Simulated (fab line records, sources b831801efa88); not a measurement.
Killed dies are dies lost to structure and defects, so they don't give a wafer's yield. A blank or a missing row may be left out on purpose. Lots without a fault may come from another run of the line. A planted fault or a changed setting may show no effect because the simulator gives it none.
A struck lot beside a sound one | flow sky130 | 15 steps out of a route of 708
Sound: wafers L718.1, L718.2, L718.3. Struck: wafers L722.1, L722.3, L722.4. The cause comes at the end.
At each step with rows: each side's tool, then ch and its chambers, then its first start. Under that, the readings that differ: sound wafers | struck wafers | difference of the means | sigmas: that difference in standard deviations of wafers without a fault.
alike: readings whose means differ by less than 2 such deviations, and words and numbers that are the same on both sides. not compared: withheld readings, readings that some wafer has no value for, bounds like >300 that may hide the same value, and numbers for which the record gives no deviation and whose values overlap.
The two part at a step that has a row with sigmas, a row that says differs or no value, or rows on one side only. Numbers that don't overlap but have no deviation are shown without sigmas and don't part them. A reading that every wafer of one side lacks parts them only if that side has two wafers or more.

first, 3 steps without rows for these wafers: SKY_VIA3_CLEAN_18 (cleans in IPA, time 180 s); SKY_VIA3_CLEAN_19 (cleans in O3/DIW); SKY_VIA3_SPUTTER_20 (material TiN, target thk 20 nm, time 80 s).
SKY_VIA3_CVD_21: deposits W, target thk 390 nm, time 117.31 s.
  sound on cvd_w-02 ch 0,1, day 42 17:04; struck on cvd_w-02 ch 0,1, day 44 01:03
  alike: chamber_pressure_Torr, heater_power_outer_w, heater_power_w
SKY_VIA3_RS_MEAS_22: measures by four-point-probe.
  sound on film_metro-04, day 42 17:11; struck on film_metro-04, day 44 01:10
  alike: VIA3_W_RS
SKY_VIA3_THK_MEAS_23: measures by xrf.
  sound on film_metro-04, day 42 17:19; struck on film_metro-04, day 44 01:17
  alike: VIA3_W_THK
SKY_VIA3_CMP_24: polishes, stops on SiO2, t overpolish 20 s, target thk 0 nm.
  sound on cmp-01 ch 1,2,3, day 42 17:22; struck on cmp-02 ch 1,2,3, day 44 01:29
  alike: edge_zone_pressure_frac, motor_current_A, overpolish_run_s, time_to_endpoint_s
then, 2 steps without rows for these wafers: SKY_METAL4_SPUTTER_00 (material Ti, target thk 15 nm, time 10 s); SKY_METAL4_SPUTTER_01 (material TiN, target thk 20 nm, time 16.7 s).
SKY_METAL4_SPUTTER_02: material AlCu, target thk 735 nm, time 39.1 s.
  sound on pvd_sputter-04, day 42 17:43; struck on pvd_sputter-02, day 44 01:47
  alike: throttle_valve_pct
SKY_METAL4_SPUTTER_03: material Ti, target thk 5 nm, time 3.3 s.
  sound on pvd_sputter-04, day 42 17:45; struck on pvd_sputter-02, day 44 01:50
  alike: throttle_valve_pct
SKY_METAL4_SPUTTER_04: material TiN, target thk 70 nm, time 58.3 s.
  sound on pvd_sputter-04, day 42 17:46; struck on pvd_sputter-02, day 44 01:51
  alike: throttle_valve_pct
SKY_CAP2M_CVD_00: deposits SiO2, target thk 15.5 nm.
  sound on pecvd-01 ch 0,2, day 42 17:49; struck on pecvd-04 ch 1,2, day 44 01:54
  no value came back on the struck wafers for heater_power_outer_w (W), heater_power_w (W); on the sound wafers heater_power_outer_w (W) reads 506 542 550
then, 1 step without rows for these wafers: SKY_CAP2M_SPUTTER_02 (material TiN, target thk 200 nm, time 166.7 s).
-- the record jumps here: 5 days lie between the struck wafers' starts before and after (it left off in module CAP2M and takes up again in module PAD_OPEN, whose first step shown is number 708 of the route) --
SKY_PAD_OPEN_PROBE_99:
  the record has rows for the struck wafers here (prober-01, day 49 10:17) and none for the sound ones

WHERE THEY PART
First at SKY_CAP2M_CVD_00; last, within this record, at SKY_PAD_OPEN_PROBE_99.

WHY: what the simulator had put in
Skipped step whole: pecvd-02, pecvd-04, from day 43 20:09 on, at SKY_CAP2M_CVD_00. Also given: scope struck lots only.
